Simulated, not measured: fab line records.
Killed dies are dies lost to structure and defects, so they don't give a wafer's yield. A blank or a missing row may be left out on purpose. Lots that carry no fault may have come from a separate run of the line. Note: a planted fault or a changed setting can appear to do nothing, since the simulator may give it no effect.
A struck lot beside a sound one ; flow sky130 ; 14 steps out of a route of 708
Sound: these wafers, L563.1, L563.3, L563.6. Wafers struck: L576.2, L576.4, L576.5. The cause comes at the end.
Per side, at each step with rows, come the tool, then ch with its chambers, and then its first start. Under that, the readings that differ: sound wafers ; struck wafers ; difference of the means ; sigmas: that difference in standard deviations of wafers without a fault.
alike: readings with means less than 2 such deviations apart, plus words and numbers identical on both sides. not compared: withheld readings, readings lacking a value on some wafer, bounds such as >300 that could conceal the same value, and numbers that have no deviation in the record and whose values overlap.
The two part at a step that has a row with sigmas, a row that says differs or no value, or rows on one side only. Numbers that have no deviation but don't overlap get no sigmas and don't part them. A reading that every wafer of one side lacks parts them only if that side has two wafers or more.

first, 2 steps without rows for these wafers: SKY_PWDE_PEB_05; SKY_PWDE_DEVELOP_06 (develop time 60 s).
SKY_PWDE_OVL_MEAS_07:
  sound on overlay-01, day 3 16:13; struck on overlay-02, day 6 20:57
  alike: PWDE_OVL
after that, 1 step had no rows for these wafers: SKY_PWDE_IMPLANT_08.
SKY_PWDE_STRIP_09: strips in O2/N2.
  sound on plasma asher-03 ch 1, day 3 16:25; struck on plasma asher-02 ch 0, day 6 21:08
reading;sound;struck;difference;sigmas
strip time to endpoint s (s);36.59 36.74 36.62;36.41 36.41 36.39;-0.25;-3
  alike: drypump motor current A, oes product au
  not compared: rf hours counter h
SKY_PWDE_TW_MEAS_10:
  sound on film metro-04, day 3 16:31; struck on film metro-01, day 6 21:14
  alike: PWDE_TW
then, 6 steps without rows for these wafers: SKY_NWELL_DEHYDRATE_03 (time 60 s); SKY_NWELL_HMDS_04 (prime time 60 s); SKY_NWELL_COAT_05 (resist thk 3000 nm); SKY_NWELL_SOFTBAKE_06; SKY_NWELL_EXPOSE_07 (exposes mask NWM, target cd 840 nm); SKY_NWELL_PEB_08.
SKY_NWELL_DEVELOP_09: develop time 60 s.
  struck on litho track-02, day 7 16:00; sound on litho track-02 ch 0, day 4 07:00
  no value came back on the struck wafers for chill plate temp C (C), develop time s (s), resist line temp C (C); on the sound wafers chill plate temp C (C) reads 22.70 22.83 22.69
SKY_NWELL_OVL_MEAS_10:
  sound on overlay-02, day 4 08:07; struck on overlay-01, day 7 17:01
reading;sound;struck;difference;sigmas
NWELL_00_OVL (nm);-2.4 -1.0 -2.5;- - -;no value on the struck wafers;

WHERE THEY PART
Earliest at SKY_PWDE_STRIP_09; latest, in this record, at SKY_NWELL_OVL_MEAS_10.

WHY: the cause the simulator had injected
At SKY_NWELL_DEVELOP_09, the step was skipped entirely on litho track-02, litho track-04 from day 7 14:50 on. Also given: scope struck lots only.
